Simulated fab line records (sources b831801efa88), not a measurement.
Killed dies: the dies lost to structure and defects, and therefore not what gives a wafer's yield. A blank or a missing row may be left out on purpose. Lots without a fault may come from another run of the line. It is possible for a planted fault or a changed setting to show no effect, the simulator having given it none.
One fault seen from 2 desks || flow sky130 || numbers are kept per desk, each desk with only its own; the story behind them comes last

FOR THE TOOL OWNER'S DESK: plasma asher-03
The tool's own readings at SKY_VT_ADJUST_NCORE_STRIP_10 (strips in O2/N2): means of the sampled wafers that have a number, for each lot that ran on this tool. If a lot's mean is further than 4 standard deviations from the usual mean, the lot is out of limits and carries the mark OUT (the distance appears in the brackets).
Columns: A = chamber pressure mTorr at SKY_VT_ADJUST_NCORE_STRIP_10, usual 1499.9 mTorr; B = drypump motor current A at SKY_VT_ADJUST_NCORE_STRIP_10, usual 5.4 A; C = oes product au at SKY_VT_ADJUST_NCORE_STRIP_10, usual 0.716 a.u.; D = strip time to endpoint s at SKY_VT_ADJUST_NCORE_STRIP_10, usual 14.17 s
{"lot": "L301", "first seen here": "day 12 12:23", "A": 1499.1, "B": 5.6, "C": 0.718, "D": 14.22}
{"lot": "L302", "first seen here": "day 13 01:26", "A": 1499.6, "B": 5.3, "C": 0.718, "D": 14.18}
{"lot": "L303", "first seen here": "day 13 07:01", "A": 1500.6, "B": 5.3, "C": 0.717, "D": 14.11}
{"lot": "L304", "first seen here": "day 13 12:26", "A": 1499.4, "B": 5.7, "C": 0.715, "D": 14.15}
{"lot": "L305", "first seen here": "day 13 16:40", "A": 1500.1, "B": 5.6, "C": 0.716, "D": 14.16}
{"lot": "L306", "first seen here": "day 13 22:23", "A": 1500.3, "B": 5.3, "C": 0.718, "D": 14.17}
{"lot": "L308", "first seen here": "day 14 20:11", "A": 1499.9, "B": 5.6, "C": 0.714, "D": 14.18}
{"lot": "L311", "first seen here": "day 15 09:38", "A": 1499.5, "B": 5.9, "C": 0.716, "D": 14.17}
This desk's finding: nothing out of limits on any of the 8 lots.

METROLOGY DESK
What the gauges read for every lot (on any tool): the sampled wafers with a number, averaged. If a lot's mean is further than 4 standard deviations from the usual mean, the lot is out of limits and carries the mark OUT (the distance appears in the brackets).
Columns: A = FIELD_ISO_CVD_03_THK at SKY_FIELD_ISO_THK_MEAS_04, usual 182.0 nm; B = VT_ADJUST_NCORE_TW at SKY_VT_ADJUST_NCORE_TW_MEAS_11, usual 218; C = VT_ADJUST_HVTR_TW at SKY_VT_ADJUST_HVTR_TW_MEAS_11, usual 209; D = LDD_N_OVL at SKY_LDD_N_OVL_MEAS_07, usual 0.2 nm
{"lot": "L293", "first seen here": "day 2 14:55", "A": 177.8, "B": 223, "C": 208, "D": 1.3}
{"lot": "L295", "first seen here": "day 3 03:11", "A": 182.0, "B": 213, "C": "29 (-58) OUT", "D": 0.5}
{"lot": "L296", "first seen here": "day 3 06:26", "A": 181.1, "B": 214, "C": "30 (-58) OUT", "D": 0.0}
{"lot": "L300", "first seen here": "day 4 02:13", "A": 183.9, "B": 218, "C": 209, "D": 0.3}
{"lot": "L301", "first seen here": "day 4 08:26", "A": 182.2, "B": 214, "C": 210, "D": -0.3}
{"lot": "L302", "first seen here": "day 4 16:41", "A": 183.2, "B": 218, "C": 209, "D": -1.0}
{"lot": "L303", "first seen here": "day 4 18:29", "A": 181.5, "B": 212, "C": 205, "D": 0.2}
{"lot": "L304", "first seen here": "day 4 21:29", "A": 182.8, "B": 213, "C": 210, "D": -2.0}
{"lot": "L305", "first seen here": "day 5 02:31", "A": 181.5, "B": 212, "C": 205, "D": -0.1}
{"lot": "L306", "first seen here": "day 5 08:27", "A": 180.2, "B": 218, "C": 209, "D": 0.6}
{"lot": "L307", "first seen here": "day 5 12:29", "A": 181.1, "B": 213, "C": 215, "D": -0.4}
{"lot": "L308", "first seen here": "day 5 17:56", "A": 184.1, "B": 222, "C": 215, "D": 0.0}
{"lot": "L310", "first seen here": "day 6 04:02", "A": 184.6, "B": 214, "C": 212, "D": 1.1}
{"lot": "L311", "first seen here": "day 6 09:41", "A": 182.5, "B": 223, "C": 214, "D": 0.4}
This desk's finding: out of limits on L295, L296; first on L295, day 11 19:26 (VT_ADJUST_HVTR_TW at SKY_VT_ADJUST_HVTR_TW_MEAS_11). L293, L300, L301, L302, L303, L304, L305, L306, L307, L308, L310, L311 stayed within limits.

ALL TOGETHER
L295, L296 would have let the metrology desk raise an alarm at day 11 19:26.
Nothing out of limits was seen by the tool owner's desk.
The tool owner's desk has no number on record for L295, L296.
Of the lots named, all ran SKY_VT_ADJUST_NCORE_STRIP_10 on plasma asher-03.

WHAT HAD BEEN PUT IN BY THE SIMULATOR
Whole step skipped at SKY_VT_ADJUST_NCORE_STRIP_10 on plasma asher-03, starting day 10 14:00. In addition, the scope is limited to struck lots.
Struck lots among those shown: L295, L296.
Time in hours between the start of the fault and the first out-of-limits reading at each desk: metrology desk, 29.
